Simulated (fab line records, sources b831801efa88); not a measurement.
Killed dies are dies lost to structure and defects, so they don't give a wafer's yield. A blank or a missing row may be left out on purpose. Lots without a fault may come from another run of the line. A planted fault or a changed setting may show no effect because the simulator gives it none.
Which tool did it? | flow sky130 | 6 lots, 18 wafers sampled, at 3 steps of a route of 708

WHAT THE GAUGES READ, wafer by wafer
SKY_VT_ADJUST_LVTN_TW_MEAS_10.
lot  | measured     | on            | VT_ADJUST_LVTN_TW
L659 | day 7 11:34  | film_metro-04 | 242.6 243.7 241.4
L665 | day 9 08:55  | film_metro-02 | 238.9 240.2 240.3
L674 | day 12 03:37 | film_metro-02 | 241.3 241.2 240.3
L675 | day 12 08:08 | film_metro-02 | 241.3 241.7 240.8
L676 | day 12 14:48 | film_metro-04 | 242.6 243.7 243.2
L679 | day 13 08:46 | film_metro-04 | 243.8 242.0 242.5

WHICH TOOL RAN EACH LOT (tool, then ch and the chambers of the sampled wafers, then the start)
lot  | SKY_VT_ADJUST_HVTP_STRIP_10          | SKY_VT_ADJUST_LVTN_IMPLANT_08
L659 | plasma_asher-01 ch 0,1, day 6 16:22  | implanter-02 ch 0, day 7 11:19
L665 | plasma_asher-02 ch 0,1, day 8 12:05  | implanter-02 ch 0, day 9 08:43
L674 | plasma_asher-01 ch 0,1, day 11 04:25 | implanter-04 ch 0, day 12 03:23
L675 | plasma_asher-03 ch 0,1, day 11 08:34 | implanter-04 ch 0, day 12 07:53
L676 | plasma_asher-02 ch 0,1, day 11 14:46 | implanter-04 ch 0, day 12 14:34
L679 | plasma_asher-03 ch 0,1, day 12 07:22 | implanter-04 ch 0, day 13 08:31
- SKY_VT_ADJUST_HVTP_STRIP_10: strips in O2/N2.
- SKY_VT_ADJUST_LVTN_IMPLANT_08

THE ANSWER, worked out from the rows above alone
Rule: what is usual is taken from the lots themselves. Put in order of their means at a reading, lots are off if they are a third of the lots or fewer, leave a main group of 4 or more, and stand apart from it by a gap of 3 or more times the standard deviation of the main group's means; of several such gaps the widest counts. A main group whose means are all the same, to the digits that the tables above print for the reading, isn't used. A lot without any number at a reading at which 4 lots or more have one is off too. The other lots that the step has rows for count as sound.
No lot is off at any reading shown: from this, nothing can be told.

WHAT THE SIMULATOR HAD PUT IN
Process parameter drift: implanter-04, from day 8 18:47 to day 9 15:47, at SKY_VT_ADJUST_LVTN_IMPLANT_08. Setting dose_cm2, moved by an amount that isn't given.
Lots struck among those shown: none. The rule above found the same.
